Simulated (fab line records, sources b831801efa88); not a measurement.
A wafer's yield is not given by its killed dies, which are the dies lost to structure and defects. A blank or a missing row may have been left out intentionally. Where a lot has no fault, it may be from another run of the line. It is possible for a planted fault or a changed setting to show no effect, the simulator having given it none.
Comparing a struck lot with a sound one / flow gf180mcu / 19 steps out of a route of 602
Sound: these wafers, L149.2, L149.4, L149.5. Struck: wafers L159.1, L159.5, L159.6. At the end, the cause is stated.
Each step with rows lists, per side, the tool, then ch with its chambers, then its first start. Under that, the readings that differ: sound wafers / struck wafers / difference of the means / sigmas: that difference in standard deviations of wafers without a fault.
alike: same words and numbers on both sides, and readings whose means sit less than 2 such deviations apart. not compared: any withheld reading, any reading some wafer has no value for, any bound like >300 that may hide the same value, and any number with overlapping values for which the record gives no deviation.
The two part at a step that has a row with sigmas, a row that says differs or no value, or rows on one side only. Numbers that don't overlap but have no deviation are shown without sigmas and don't part them. A reading missing from all wafers of one side parts the sides only when that side holds two or more wafers.

first, 4 steps without rows for these wafers: GF_NSD_SOFTBAKE_03 (time 60 s); GF_NSD_EXPOSE_04 (exposes mask Nplus, target cd 400 nm); GF_NSD_PEB_05; GF_NSD_DEVELOP_06 (develop time 60 s).
GF_NSD_CD_MEAS_07: the cd target is 400 nm.
  sound on cdSem-01 at day 15 17:35; struck on cdSem-02 at day 19 14:46
reading=cdNm (nm); sound=398.2 399.2 395.8; struck=402.0 403.8 402.6; difference=+5.1; sigmas=+2
GF_NSD_OVL_MEAS_08:
  sound on overlay-01 at day 15 17:42; struck on overlay-02 at day 19 14:53
  alike: NSD_OVL
then, 2 steps without rows for these wafers: GF_NSD_IMPLANT_09; GF_NSD_IMPLANT_10.
GF_NSD_STRIP_11: strips in O2/N2.
  sound on plasmaAsher-02 ch 0,1, day 15 18:02; struck on plasmaAsher-02 ch 0,1, day 19 15:14
  alike: drypumpMotorCurrentA, heaterPowerW, oesProductAu, platenTempC, stripTimeToEndpointS
  not compared: rfHoursCounterH
GF_NSD_TW_MEAS_12:
  sound on filmMetro-04 at day 15 18:08; struck on filmMetro-04 at day 19 15:20
  alike: NSD_TW
then, 2 steps without rows for these wafers: GF_PSD_DEHYDRATE_00 (time 60 s); GF_PSD_HMDS_01 (prime time 60 s).
GF_PSD_COAT_02: resist thk 1000 nm.
  sound on lithoTrack-01 ch 0, day 16 05:12; struck on lithoTrack-03, day 20 02:31
  no value came back on the struck wafers for chillPlateTempC (C), dispensePressureKPa (kPa), spinSpeedRpm (rpm); on the sound wafers chillPlateTempC (C) reads 22.83 22.90 22.85
then, 4 steps without rows for these wafers: GF_PSD_SOFTBAKE_03 (time 60 s); GF_PSD_EXPOSE_04 (exposes mask Pplus, target cd 400 nm); GF_PSD_PEB_05; GF_PSD_DEVELOP_06 (develop time 60 s).
GF_PSD_CD_MEAS_07: the cd target is 400 nm.
  sound on cdSem-01 at day 16 15:50; struck on cdSem-02 at day 20 15:10
reading=cdNm (nm); sound=403.5 400.5 401.7; struck=- - -; difference=no value on the struck wafers; sigmas=
GF_PSD_OVL_MEAS_08:
  sound on overlay-01 at day 16 15:57; struck on overlay-01 at day 20 15:17
reading=PSD_OVL (nm); sound=1.7 1.2 0.8; struck=- - -; difference=no value on the struck wafers; sigmas=

== WHERE THEY PART ==
At GF_NSD_CD_MEAS_07 first; at GF_PSD_OVL_MEAS_08 last (within this record only).

WHY: whatever the simulator had introduced
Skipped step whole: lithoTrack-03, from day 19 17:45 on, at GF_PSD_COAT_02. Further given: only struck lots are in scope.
